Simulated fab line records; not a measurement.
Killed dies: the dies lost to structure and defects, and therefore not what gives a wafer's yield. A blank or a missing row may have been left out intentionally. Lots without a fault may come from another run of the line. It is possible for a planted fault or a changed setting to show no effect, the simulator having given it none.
Chamber matching || flow sky130 || 3 sister chambers for SKY_CONTACT_CVD_00 on pecvd-02
The step deposits Si3N4, target thk 75 nm. 6 wafers are shown with their chamber, then 11 later ones without.

## WAFERS PAIRED WITH THEIR CHAMBERS
{"wafer": "L084.3", "chamber": 0, "heater_power_w (W)": 823, "rf_fwd_power_W (W)": 444.3}
{"wafer": "L084.4", "chamber": 2, "heater_power_w (W)": 932, "rf_fwd_power_W (W)": 439.7}
{"wafer": "L085.5", "chamber": 0, "heater_power_w (W)": 787, "rf_fwd_power_W (W)": 443.8}
{"wafer": "L086.1", "chamber": 2, "heater_power_w (W)": 953, "rf_fwd_power_W (W)": 444.6}
{"wafer": "L086.4", "chamber": 1, "heater_power_w (W)": 813, "rf_fwd_power_W (W)": 449.4}
{"wafer": "L089.4", "chamber": 1, "heater_power_w (W)": 845, "rf_fwd_power_W (W)": 443.2}

## WAFERS MISSING THEIR CHAMBER
{"wafer": "L089.5", "heater_power_w (W)": 918, "rf_fwd_power_W (W)": 443.3}
{"wafer": "L089.6", "heater_power_w (W)": 687, "rf_fwd_power_W (W)": 447.4}
{"wafer": "L091.4", "heater_power_w (W)": 950, "rf_fwd_power_W (W)": 443.5}
{"wafer": "L091.5", "heater_power_w (W)": 797, "rf_fwd_power_W (W)": 447.5}
{"wafer": "L091.6", "heater_power_w (W)": 838, "rf_fwd_power_W (W)": 445.4}
{"wafer": "L094.1", "heater_power_w (W)": 932, "rf_fwd_power_W (W)": 442.7}
{"wafer": "L094.2", "heater_power_w (W)": 745, "rf_fwd_power_W (W)": 447.3}
{"wafer": "L094.5", "heater_power_w (W)": 943, "rf_fwd_power_W (W)": 442.5}
{"wafer": "L096.3", "heater_power_w (W)": 755, "rf_fwd_power_W (W)": 445.2}
{"wafer": "L096.4", "heater_power_w (W)": 753, "rf_fwd_power_W (W)": 445.9}
{"wafer": "L096.5", "heater_power_w (W)": 848, "rf_fwd_power_W (W)": 441.4}

## WHICH CHAMBER EACH WENT THROUGH
{"wafer": "L089.5", "from the rows above": 2, "in truth": 2}
{"wafer": "L089.6", "from the rows above": "can't be placed: 0 or 1", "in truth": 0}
{"wafer": "L091.4", "from the rows above": 2, "in truth": 2}
{"wafer": "L091.5", "from the rows above": "can't be placed: 0 or 1", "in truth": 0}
{"wafer": "L091.6", "from the rows above": "can't be placed: 1 or 0", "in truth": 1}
{"wafer": "L094.1", "from the rows above": 2, "in truth": 2}
{"wafer": "L094.2", "from the rows above": "can't be placed: 0 or 1", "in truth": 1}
{"wafer": "L094.5", "from the rows above": 2, "in truth": 2}
{"wafer": "L096.3", "from the rows above": "can't be placed: 0 or 1", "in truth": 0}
{"wafer": "L096.4", "from the rows above": "can't be placed: 0 or 1", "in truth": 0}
{"wafer": "L096.5", "from the rows above": "can't be placed: 1 or 0", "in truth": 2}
Placed correctly: 4 of 11. Not placeable from these rows: 7 (in 6, the candidates include the true chamber). 0 placed wrongly.
How it was worked out, from the rows above alone: a wafer's distance from a chamber is the root of the sum, over the readings, of the square of ((its reading less the chamber's mean) divided by the reading's scatter). If the next closest chamber is less than 2 further off than the closest, the wafer can't be placed; otherwise it belongs to the closest. A chamber's mean is the mean of its shown wafers. The scatter: take each reading less its chamber's mean, square it, sum over the shown wafers, divide by the number of wafers less the number of chambers, and take the root.
